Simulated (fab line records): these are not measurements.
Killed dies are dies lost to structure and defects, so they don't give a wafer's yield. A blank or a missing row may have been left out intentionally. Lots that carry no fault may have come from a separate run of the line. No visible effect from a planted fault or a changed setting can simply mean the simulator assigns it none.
fab line records	flow gf180mcu
[record] lots = 24	wafers = 72	last-day = 34
route steps=602 shown V2@408 MIM@503 TOP_METAL@581
lots untouched by any fault: they come from a run of this same line in which no faults occurred
start-h: start of the lot's first displayed wafer, in hours after the record's first day	wait-h: how many hours have passed since the lot's step before this one	" as in the row above	L1.1+2: a row that stands for several wafers	- no value, or no start given	* or withheld: withheld	< > ~ a bound
route shown NAME@n: a module of which the file shows steps, and the number in the route of the first	usual: mean/standard deviation of fault-free wafers	same: alike in all rows	chamber/n: place in a boat	sites: readings site by site	_std_site: how widely they spread, as a standard deviation	_edge_site: outer sites' mean less inner sites'	radius-mm: for every site, how far away it sits from the centre of the wafer	mask NAME#n: copy n	behind: the tool/chamber that last shaped the wafer	hold: reason for holding the lot/hours on hold/outcome of the hold	device: names the non-switching transistor (n, p or np)	end of line: tests of these same wafers at the route's end	where a step has no rows: the recipe by itself	killed: dies lost to structure and defects at the first sort, not the wafer's yield	map: the dies of a wafer, with x for killed, . for not killed, _ for no die there
set.NAME: the setting that was run; set.NAME@STEP: the one run at that earlier step	model.NAME: the simulator's own value behind a step, which no gauge read
steps of the route over a sample of lots; a table a step, a row a wafer
services: a tool's chamber out of use, with start hour (start-h, from the record's first day; less than 0 if before it), hours out, and reason
[[steps]]
[step GF_V2_CMP_26]
[recipe] stop-on = SiO2	down-force-psi = 3.5	platen-rpm = 60	t-overpolish-s = 15	target-thk-nm = 0	pad-velocity-m-s = 0.94248
[usual] motor-current-A = 11.4/1.2	overpolish-run-s = 15.000/0.0095	time-to-endpoint-s = 85/4
lot.wafer	tool	chamber	start-h	wait-h	motor-current-A	overpolish-run-s	time-to-endpoint-s
L074.4	cmp-02	3	461.79	0.0	13.6	14.999	94
L074.2	"	0	"	"	11.1	15.004	86
L074.6	"	3	"	"	13.2	14.990	94
L075.1	cmp-01	1	469.31	0.1	10.6	15.015	83
L075.2	"	3	"	"	10.4	15.002	87
L075.5	"	2	"	"	10.8	14.983	81
L076.2	cmp-02	1	482.11	0.1	11.8	15.000	87
L076.6	"	3	"	"	13.8	15.003	90
L076.5	"	0	"	"	11.0	15.015	84
L077.2	cmp-01	0	491.28	0.1	11.8	14.995	85
L077.3	"	2	"	"	10.7	15.007	77
L077.6	"	0	"	"	11.0	15.002	82
L078.2	cmp-01	0	499.22	0.1	11.3	14.984	89
L078.1	"	1	"	"	11.0	14.991	88
L078.5	"	2	"	"	10.0	14.998	84
L079.2	cmp-02	0	509.60	0.1	11.1	14.994	84
L079.5	"	3	"	"	14.0	15.011	92
L079.6	"	0	"	"	11.7	15.000	85
L080.1	cmp-02	1	518.76	0.1	12.2	14.994	82
L080.2	"	3	"	"	14.5	15.005	91
L080.6	"	2	"	"	10.9	14.997	89
L081.4	cmp-01	2	529.37	0.0	10.5	15.007	84
L081.1	"	0	"	"	11.2	14.999	93
L081.6	"	3	"	"	11.1	14.991	92
L082.3	cmp-02	2	540.21	0.0	11.0	15.018	85
L082.4	"	0	"	"	11.3	14.994	83
L082.5	"	2	"	"	10.8	15.008	83
L083.2	cmp-02	1	546.91	0.1	11.3	14.995	80
L083.1	"	2	"	"	10.7	15.019	82
L083.5	"	1	"	"	11.5	15.004	78
L084.1	cmp-02	3	553.70	0.1	14.1	14.995	89
L084.4	"	1	"	"	11.4	14.997	84
L084.3	"	2	"	"	11.1	14.985	83
L085.3	cmp-02	2	558.35	0.1	10.3	14.991	79
L085.6	"	1	"	"	12.2	15.011	82
L085.5	"	2	"	"	11.4	14.984	83
L086.4	cmp-01	2	567.47	0.1	10.7	14.978	82
L086.3	"	3	"	"	10.6	14.995	89
L086.1	"	0	"	"	10.6	15.000	93
L087.3	cmp-01	3	577.84	0.1	10.4	14.987	92
L087.4	"	1	"	"	10.6	14.997	83
L087.5	"	3	"	"	10.8	15.019	87
L088.2	cmp-01	1	586.72	0.1	10.8	15.015	84
L088.4	"	2	"	"	11.1	14.989	84
L088.6	"	1	"	"	10.5	15.002	84
L089.2	cmp-02	0	595.20	0.1	10.8	15.008	83
L089.3	"	1	"	"	12.0	14.997	88
L089.1	"	2	"	"	11.6	14.997	84
L090.4	cmp-01	1	598.22	0.0	11.0	15.008	81
L090.2	"	0	"	"	10.8	14.999	90
L090.5	"	1	"	"	11.0	15.012	82
L091.1	cmp-02	1	608.15	0.1	12.0	15.008	80
L091.3	"	2	"	"	11.4	15.000	80
L091.5	"	1	"	"	11.6	14.994	84
L092.1	cmp-01	1	615.00	0.1	10.7	14.995	86
L092.2	"	2	"	"	10.2	15.003	83
L092.5	"	1	"	"	10.7	14.978	80
L093.1	cmp-02	0	619.23	0.1	11.1	15.008	82
L093.4	"	3	"	"	14.4	14.992	90
L093.5	"	1	"	"	11.4	15.004	87
L094.1	cmp-01	3	628.11	0.1	10.8	14.998	91
L094.2	"	0	"	"	11.2	15.010	90
L094.3	"	1	"	"	10.5	15.005	85
L095.3	cmp-02	0	635.40	0.1	10.9	15.013	82
L095.1	"	3	"	"	14.7	15.014	90
L095.6	"	0	"	"	11.1	14.996	85
L096.3	cmp-02	3	640.00	0.0	14.2	15.008	91
L096.4	"	2	"	"	11.2	15.003	84
L096.5	"	0	"	"	11.2	15.003	85
L097.2	cmp-01	3	651.06	0.1	10.0	15.016	90
L097.4	"	0	"	"	11.1	14.994	89
L097.1	"	1	"	"	11.1	14.995	82
[step GF_MIM_SPUTTER_00]
[recipe] material = Ti	target-thk-nm = 37.5	arriving-ion-energy-ev = 80	substrate-temp-c = 200	chamber-pressure-pa = 2	power-w = 4000	time-s = 150
[usual] throttle-valve-pct = 30.1/1
lot.wafer	tool	chamber	start-h	wait-h	throttle-valve-pct
L074.2	pvd-sputter-02	-	558.86	0.1	30.6
L074.4	"	-	"	"	28.3
L074.6	"	-	"	"	30.6
L075.1	pvd-sputter-03	-	568.42	0.1	30.5
L075.2	"	-	"	"	29.9
L075.5	"	-	"	"	30.6
L076.2	pvd-sputter-03	-	578.02	0.2	29.9
L076.5	"	-	"	"	30.7
L076.6	"	-	"	"	31.2
L077.2	pvd-sputter-04	-	587.47	0.2	31.6
L077.3	"	-	"	"	29.9
L077.6	"	-	"	"	31.7
L078.1	pvd-sputter-03	-	594.75	0.1	31.5
L078.2	"	-	"	"	29.9
L078.5	"	-	"	"	29.9
L079.2	pvd-sputter-03	-	603.96	0.2	30.0
L079.5	"	-	"	"	30.4
L079.6	"	-	"	"	30.0
L080.1	pvd-sputter-04	-	611.77	0.2	31.4
L080.2	"	-	"	"	30.0
L080.6	"	-	"	"	30.0
L081.1	pvd-sputter-03	-	620.98	0.2	29.7
L081.4	"	-	"	"	31.4
L081.6	"	-	"	"	30.9
L082.3	pvd-sputter-04	-	631.36	0.2	31.6
L082.4	"	-	"	"	30.7
L082.5	"	-	"	"	30.0
L083.1	pvd-sputter-04	-	637.90	0.1	30.1
L083.2	"	-	"	"	31.7
L083.5	"	-	"	"	30.6
L084.1	pvd-sputter-03	-	643.10	0.2	30.6
L084.3	"	-	"	"	31.4
L084.4	"	-	"	"	29.7
L085.3	pvd-sputter-03	-	648.18	0.1	30.0
L085.5	"	-	"	"	30.5
L085.6	"	-	"	"	31.4
L086.1	pvd-sputter-04	-	656.62	0.1	30.8
L086.3	"	-	"	"	31.4
L086.4	"	-	"	"	30.2
L087.3	pvd-sputter-04	-	665.87	0.1	29.7
L087.4	"	-	"	"	31.4
L087.5	"	-	"	"	31.0
L088.2	pvd-sputter-03	-	673.06	0.2	30.1
L088.4	"	-	"	"	31.3
L088.6	"	-	"	"	31.3
L089.1	pvd-sputter-02	-	680.66	0.2	29.3
L089.2	"	-	"	"	28.4
L089.3	"	-	"	"	28.1
L090.2	pvd-sputter-04	-	684.37	0.2	30.5
L090.4	"	-	"	"	31.8
L090.5	"	-	"	"	28.2
L091.1	pvd-sputter-03	-	693.68	0.1	29.4
L091.3	"	-	"	"	30.1
L091.5	"	-	"	"	29.7
L093.1	pvd-sputter-02	-	702.01	0.2	30.5
L093.4	"	-	"	"	28.3
L093.5	"	-	"	"	29.3
L092.1	pvd-sputter-02	-	703.65	0.2	28.3
L092.2	"	-	"	"	29.5
L092.5	"	-	"	"	30.4
L094.1	pvd-sputter-02	-	709.72	0.2	30.7
L094.2	"	-	"	"	28.3
L094.3	"	-	"	"	28.6
L095.1	pvd-sputter-04	-	716.75	0.2	28.5
L095.3	"	-	"	"	31.6
L095.6	"	-	"	"	28.6
L096.3	pvd-sputter-03	-	721.10	0.1	30.4
L096.4	"	-	"	"	29.6
L096.5	"	-	"	"	30.6
L097.1	pvd-sputter-04	-	731.50	0.1	29.9
L097.2	"	-	"	"	28.3
L097.4	"	-	"	"	31.6
[step GF_MIM_SPUTTER_02]
[recipe] material = AlCu	target-thk-nm = 450	power-w = 10600	time-s = 23.9	chamber-pressure-pa = 0.4
[usual] throttle-valve-pct = 30.1/1
lot.wafer	tool	chamber	start-h	wait-h	throttle-valve-pct
L074.2	pvd-sputter-02	-	558.99	0.0	30.2
L074.4	"	-	"	"	28.2
L074.6	"	-	"	"	30.5
L075.1	pvd-sputter-03	-	568.55	0.0	30.4
L075.2	"	-	"	"	29.3
L075.5	"	-	"	"	30.8
L076.2	pvd-sputter-03	-	578.15	0.0	29.8
L076.5	"	-	"	"	30.7
L076.6	"	-	"	"	31.3
L077.2	pvd-sputter-04	-	587.60	0.0	31.6
L077.3	"	-	"	"	30.3
L077.6	"	-	"	"	31.5
L078.1	pvd-sputter-03	-	594.89	0.0	31.3
L078.2	"	-	"	"	30.2
L078.5	"	-	"	"	30.0
L079.2	pvd-sputter-03	-	604.09	0.0	30.1
L079.5	"	-	"	"	30.6
L079.6	"	-	"	"	30.0
L080.1	pvd-sputter-04	-	611.90	0.0	31.6
L080.2	"	-	"	"	30.3
L080.6	"	-	"	"	30.1
L081.1	pvd-sputter-03	-	621.11	0.0	29.5
L081.4	"	-	"	"	31.6
L081.6	"	-	"	"	30.3
L082.3	pvd-sputter-04	-	631.49	0.0	31.7
L082.4	"	-	"	"	30.5
L082.5	"	-	"	"	30.0
L083.1	pvd-sputter-04	-	638.03	0.0	30.2
L083.2	"	-	"	"	31.6
L083.5	"	-	"	"	30.4
L084.1	pvd-sputter-03	-	643.23	0.0	30.5
L084.3	"	-	"	"	31.5
L084.4	"	-	"	"	29.8
L085.3	pvd-sputter-03	-	648.31	0.0	29.8
L085.5	"	-	"	"	30.7
L085.6	"	-	"	"	31.4
L086.1	pvd-sputter-04	-	656.75	0.0	30.5
L086.3	"	-	"	"	31.5
L086.4	"	-	"	"	30.0
L087.3	pvd-sputter-04	-	666.00	0.0	29.9
L087.4	"	-	"	"	31.4
L087.5	"	-	"	"	31.6
L088.2	pvd-sputter-03	-	673.19	0.0	29.7
L088.4	"	-	"	"	31.6
L088.6	"	-	"	"	31.1
L089.1	pvd-sputter-02	-	680.79	0.0	29.4
L089.2	"	-	"	"	28.8
L089.3	"	-	"	"	28.6
L090.2	pvd-sputter-04	-	684.50	0.0	30.4
L090.4	"	-	"	"	31.4
L090.5	"	-	"	"	28.4
L091.1	pvd-sputter-03	-	693.81	0.0	29.9
L091.3	"	-	"	"	29.8
L091.5	"	-	"	"	29.7
L093.1	pvd-sputter-02	-	702.14	0.0	30.9
L093.4	"	-	"	"	28.4
L093.5	"	-	"	"	29.4
L092.1	pvd-sputter-02	-	703.78	0.0	28.4
L092.2	"	-	"	"	29.2
L092.5	"	-	"	"	30.6
L094.1	pvd-sputter-02	-	709.85	0.0	30.8
L094.2	"	-	"	"	28.3
L094.3	"	-	"	"	28.5
L095.1	pvd-sputter-04	-	716.88	0.0	28.1
L095.3	"	-	"	"	31.6
L095.6	"	-	"	"	28.3
L096.3	pvd-sputter-03	-	721.23	0.0	29.7
L096.4	"	-	"	"	30.0
L096.5	"	-	"	"	30.6
L097.1	pvd-sputter-04	-	731.63	0.0	30.0
L097.2	"	-	"	"	28.5
L097.4	"	-	"	"	31.6
[step GF_MIM_CVD_05]
[recipe] material = Si3N4	target-thk-nm = 42	temp-max-c = 400	temp-c = 385	time-s = 29.086	rf-w = 450
[usual] heater-power-w = 669/84
lot.wafer	tool	chamber	start-h	wait-h	heater-power-w	since-wet-clean-h
L074.2	pecvd-04	1	559.08	0.0	602	176
L074.4	"	2	"	"	891	-
L074.6	"	0	"	"	644	-
L075.1	pecvd-01	1	568.64	0.0	723	811
L075.2	"	0	"	"	709	811
L075.5	"	2	"	"	616	-
L076.2	pecvd-01	0	578.25	0.0	649	820
L076.5	"	2	"	"	664	-
L076.6	"	1	"	"	729	-
L077.2	pecvd-02	1	587.69	0.0	664	621
L077.3	"	2	"	"	601	621
L077.6	"	2	"	"	615	-
L078.1	pecvd-02	1	594.98	0.0	653	629
L078.2	"	0	"	"	653	629
L078.5	"	2	"	"	588	-
L079.2	pecvd-02	2	604.18	0.0	587	638
L079.5	"	0	"	"	667	-
L079.6	"	2	"	"	596	-
L080.1	pecvd-04	1	611.99	0.0	674	229
L080.2	"	2	"	"	863	229
L080.6	"	0	"	"	643	-
L081.1	pecvd-04	2	621.20	0.0	781	238
L081.4	"	0	"	"	731	-
L081.6	"	2	"	"	779	-
L082.3	pecvd-02	0	631.58	0.0	633	665
L082.4	"	1	"	"	638	-
L082.5	"	2	"	"	541	-
L083.1	pecvd-04	1	638.12	0.0	565	255
L083.2	"	2	"	"	841	255
L083.5	"	1	"	"	566	-
L084.1	pecvd-04	0	643.32	0.0	751	260
L084.3	"	1	"	"	637	260
L084.4	"	0	"	"	740	-
L085.3	pecvd-04	1	648.40	0.0	652	266
L085.5	"	1	"	"	668	-
L085.6	"	0	"	"	734	-
L086.1	pecvd-01	1	656.84	0.0	650	52
L086.3	"	2	"	"	574	52
L086.4	"	1	"	"	640	-
L087.3	pecvd-02	1	666.09	0.0	666	700
L087.4	"	2	"	"	574	-
L087.5	"	1	"	"	660	-
L088.2	pecvd-01	0	673.28	0.0	723	68
L088.4	"	0	"	"	751	-
L088.6	"	1	"	"	707	-
L089.1	pecvd-01	2	680.88	0.0	578	76
L089.2	"	1	"	"	778	76
L089.3	"	0	"	"	787	76
L090.2	pecvd-02	2	684.59	0.0	526	718
L090.4	"	0	"	"	679	-
L090.5	"	2	"	"	527	-
L091.1	pecvd-01	0	693.91	0.0	710	89
L091.3	"	1	"	"	716	89
L091.5	"	0	"	"	702	-
L093.1	pecvd-01	0	702.23	0.0	654	97
L093.4	"	1	"	"	674	-
L093.5	"	0	"	"	667	-
L092.1	pecvd-04	0	703.87	0.0	666	321
L092.2	"	1	"	"	617	321
L092.5	"	2	"	"	849	-
L094.1	pecvd-02	1	709.94	0.0	665	744
L094.2	"	0	"	"	560	744
L094.3	"	2	"	"	605	744
L095.1	pecvd-04	1	716.97	0.0	585	334
L095.3	"	2	"	"	733	334
L095.6	"	1	"	"	591	-
L096.3	pecvd-04	2	721.32	0.0	810	338
L096.4	"	2	"	"	796	-
L096.5	"	0	"	"	727	-
L097.1	pecvd-02	1	731.72	0.0	616	765
L097.2	"	0	"	"	614	765
L097.4	"	2	"	"	578	-
[step GF_TOP_METAL_CD_MEAS_14]
[recipe] target-cd-nm = 440
[usual] cd-nm = 441.0/2.1
lot.wafer	tool	chamber	start-h	wait-h	cd-nm
L074.2	cd-sem-01	-	646.21	0.1	440.2
L074.4	"	-	"	"	440.2
L074.6	"	-	"	"	439.8
L075.1	cd-sem-01	-	655.20	0.1	439.5
L075.2	"	-	"	"	441.9
L075.5	"	-	"	"	439.5
L076.2	cd-sem-01	-	663.67	0.1	441.9
L076.5	"	-	"	"	443.1
L076.6	"	-	"	"	444.5
L077.2	cd-sem-01	-	669.37	0.1	442.6
L077.3	"	-	"	"	442.4
L077.6	"	-	"	"	441.2
L078.1	cd-sem-01	-	677.78	0.1	441.9
L078.2	"	-	"	"	441.3
L078.5	"	-	"	"	443.0
L079.2	cd-sem-01	-	686.85	0.1	443.3
L079.5	"	-	"	"	443.0
L079.6	"	-	"	"	440.4
L080.1	cd-sem-01	-	694.35	0.1	438.6
L080.2	"	-	"	"	438.0
L080.6	"	-	"	"	438.6
L081.1	cd-sem-02	-	704.60	0.1	440.5
L081.4	"	-	"	"	440.3
L081.6	"	-	"	"	443.4
L082.3	cd-sem-02	-	711.62	0.1	444.8
L082.4	"	-	"	"	441.8
L082.5	"	-	"	"	442.0
L083.1	cd-sem-01	-	716.20	0.1	439.7
L083.2	"	-	"	"	441.1
L083.5	"	-	"	"	439.1
L084.1	cd-sem-01	-	721.28	0.1	442.7
L084.3	"	-	"	"	440.6
L084.4	"	-	"	"	442.6
L085.3	cd-sem-01	-	725.69	0.1	437.1
L085.5	"	-	"	"	438.8
L085.6	"	-	"	"	435.9
L086.1	cd-sem-01	-	733.95	0.1	443.5
L086.3	"	-	"	"	446.5
L086.4	"	-	"	"	443.1
L087.3	cd-sem-01	-	740.29	0.1	439.5
L087.4	"	-	"	"	443.4
L087.5	"	-	"	"	440.6
L088.2	cd-sem-01	-	747.32	0.1	435.7
L088.4	"	-	"	"	439.0
L088.6	"	-	"	"	436.1
L089.1	cd-sem-01	-	754.33	0.1	443.7
L089.2	"	-	"	"	442.3
L089.3	"	-	"	"	445.2
L090.2	cd-sem-02	-	759.90	0.1	439.0
L090.4	"	-	"	"	439.3
L090.5	"	-	"	"	441.9
L091.1	cd-sem-02	-	765.80	0.1	440.6
L091.3	"	-	"	"	441.4
L091.5	"	-	"	"	440.1
L093.1	cd-sem-01	-	774.18	0.1	441.7
L093.4	"	-	"	"	441.4
L093.5	"	-	"	"	441.3
L092.1	cd-sem-01	-	775.13	0.1	441.2
L092.2	"	-	"	"	440.4
L092.5	"	-	"	"	440.3
L094.1	cd-sem-02	-	780.80	0.1	441.4
L094.2	"	-	"	"	437.5
L094.3	"	-	"	"	440.3
L095.1	cd-sem-02	-	786.48	0.1	440.7
L095.3	"	-	"	"	440.4
L095.6	"	-	"	"	441.5
L096.3	cd-sem-02	-	790.59	0.1	441.3
L096.4	"	-	"	"	442.3
L096.5	"	-	"	"	442.8
L097.1	cd-sem-02	-	799.88	0.1	442.6
L097.2	"	-	"	"	443.4
L097.4	"	-	"	"	444.0
[step GF_TOP_METAL_METAL_ETCH_16]
[recipe] chemistry = Cl2/BCl3	mask-material = NOVOLAK	target-depth-nm = 1077.5	stop-on = SiO2	pressure-mtorr = 8	icp-w = 800	bias-w = 140	Cl2_flow_sccm = 80	bcl3-flow-sccm = 40	time-s = 179.6
[usual] drypump-motor-current-A = 5.4/0.36	oes-product-au = 0.965/0.0079	throttle-valve-pct = 28.257/0.012
lot.wafer	tool	chamber	start-h	wait-h	drypump-motor-current-A	oes-product-au	rf-hours-counter-h	throttle-valve-pct
L074.2	rie-metal-02	1	646.34	0.0	5.1	0.969	0.1	28.244
L074.4	"	0	"	"	5.5	0.960	-	28.258
L074.6	"	1	"	"	5.1	0.968	-	28.232
L075.1	rie-metal-02	0	655.36	0.0	5.5	0.967	3.5	28.259
L075.2	"	1	"	"	5.1	0.960	0.4	28.267
L075.5	"	1	"	"	5.1	0.968	-	28.257
L076.2	rie-metal-04	1	663.81	0.0	6.2	0.976	4.6	28.237
L076.5	"	0	"	"	5.5	0.974	-	28.250
L076.6	"	1	"	"	6.2	0.963	-	28.248
L077.2	rie-metal-01	1	669.51	0.0	5.3	0.950	5.2	28.285
L077.3	"	0	"	"	5.0	0.961	-	28.253
L077.6	"	1	"	"	5.3	0.957	-	28.253
L078.1	rie-metal-04	0	677.94	0.0	5.5	0.963	4.9	28.270
L078.2	"	1	"	"	6.2	0.969	5.2	28.255
L078.5	"	0	"	"	5.5	0.959	-	28.260
L079.2	rie-metal-01	1	686.99	0.0	5.3	0.980	5.9	28.246
L079.5	"	1	"	"	5.3	0.972	-	28.248
L079.6	"	0	"	"	5.0	0.968	-	28.254
L080.1	rie-metal-01	1	694.50	0.0	5.3	0.972	6.2	28.245
L080.2	"	0	"	"	5.0	0.968	3.4	28.241
L080.6	"	0	"	"	5.0	0.966	-	28.244
L081.1	rie-metal-01	0	704.75	0.0	5.0	0.961	3.9	28.262
L081.4	"	1	"	"	5.3	0.963	-	28.269
L081.6	"	0	"	"	5.0	0.952	-	28.275
L082.3	rie-metal-04	0	711.86	0.1	5.6	0.965	-	28.265
L082.4	"	0	"	"	5.5	0.952	-	28.279
L082.5	"	0	"	"	5.5	0.962	-	28.265
L083.1	rie-metal-04	0	716.36	0.0	5.5	0.966	6.9	28.266
L083.2	"	0	"	"	5.5	0.948	-	28.253
L083.5	"	0	"	"	5.5	0.967	-	28.250
L084.1	rie-metal-04	0	721.44	0.0	5.5	0.968	7.4	28.248
L084.3	"	0	"	"	5.5	0.960	-	28.260
L084.4	"	1	"	"	6.2	0.964	-	28.268
L085.3	rie-metal-01	0	725.86	0.1	5.0	0.975	-	28.259
L085.5	"	0	"	"	5.0	0.965	-	28.252
L085.6	"	1	"	"	5.3	0.973	-	28.270
L086.1	rie-metal-01	0	734.11	0.0	5.0	0.956	5.1	28.268
L086.3	"	0	"	"	5.1	0.974	-	28.239
L086.4	"	1	"	"	5.3	0.974	-	28.236
L087.3	rie-metal-01	0	740.47	0.1	5.0	0.960	-	28.278
L087.4	"	1	"	"	5.3	0.960	-	28.251
L087.5	"	0	"	"	5.0	0.964	-	28.270
L088.2	rie-metal-01	1	747.46	0.0	5.3	0.973	8.7	28.254
L088.4	"	0	"	"	5.0	0.976	-	28.244
L088.6	"	1	"	"	5.3	0.964	-	28.257
L089.1	rie-metal-04	0	754.49	0.0	5.5	0.946	8.9	28.263
L089.2	"	1	"	"	6.2	0.959	7.4	28.277
L089.3	"	1	"	"	6.2	0.958	-	28.246
L090.2	rie-metal-01	1	760.04	0.0	5.3	0.966	9.3	28.265
L090.4	"	1	"	"	5.3	0.954	-	28.265
L090.5	"	1	"	"	5.3	0.953	-	28.280
L091.1	rie-metal-01	0	765.96	0.0	5.0	0.985	6.7	28.232
L091.3	"	0	"	"	5.0	0.972	-	28.250
L091.5	"	0	"	"	5.0	0.972	-	28.255
L093.1	rie-metal-04	0	774.34	0.0	5.5	0.980	9.9	28.235
L093.4	"	1	"	"	6.2	0.976	-	28.255
L093.5	"	1	"	"	6.2	0.986	-	28.259
L092.1	rie-metal-01	0	775.29	0.0	5.0	0.962	7.3	28.244
L092.2	"	1	"	"	5.3	0.981	10.1	28.251
L092.5	"	1	"	"	5.3	0.978	-	28.238
L094.1	rie-metal-04	1	780.95	0.0	6.2	0.953	8.8	28.254
L094.2	"	0	"	"	5.5	0.959	10.3	28.280
L094.3	"	1	"	"	6.2	0.968	-	28.259
L095.1	rie-metal-01	0	786.64	0.0	5.0	0.961	8.0	28.262
L095.3	"	0	"	"	5.0	0.961	-	28.249
L095.6	"	0	"	"	5.0	0.969	-	28.260
L096.3	rie-metal-02	1	790.77	0.1	5.1	0.959	-	28.269
L096.4	"	0	"	"	5.5	0.970	-	28.256
L096.5	"	1	"	"	5.1	0.969	-	28.252
L097.1	rie-metal-01	0	800.04	0.0	5.0	0.957	8.7	28.272
L097.2	"	1	"	"	5.3	0.968	11.5	28.264
L097.4	"	0	"	"	5.0	0.962	-	28.276
[[services]]
tool	chamber	start-h	hours	kind
pvd-sputter-03	-	474.38	5.7	repair
cmp-01	-	478.38	0.2	repair
cmp-01	-	481.09	0.7	repair
cmp-02	-	527.63	0.4	repair
cmp-01	-	546.60	1.9	repair
pvd-sputter-02	-	546.71	1.0	repair
pvd-sputter-04	-	548.40	0.5	repair
cmp-02	-	572.00	4.0	pm
pvd-sputter-02	-	595.48	3.9	repair
cmp-02	-	597.70	0.7	repair
cmp-02	-	621.43	0.7	repair
cmp-02	-	621.44	0.7	repair
rie-metal-01	-	630.38	2.8	pm
cmp-01	-	636.80	0.5	repair
rie-metal-01	0	684.88	2.0	repair
cmp-02	-	690.61	38.8	repair
cmp-01	-	690.67	2.4	repair
cmp-01	-	694.20	0.2	repair
cmp-02	-	697.51	3.2	repair
cmp-01	-	729.38	2.9	pm
cmp-01	-	750.82	4.0	pm
cmp-02	-	758.78	2.8	pm
cmp-02	-	775.68	3.5	repair
pvd-sputter-04	-	793.87	4.5	repair
[[key]]
fault none
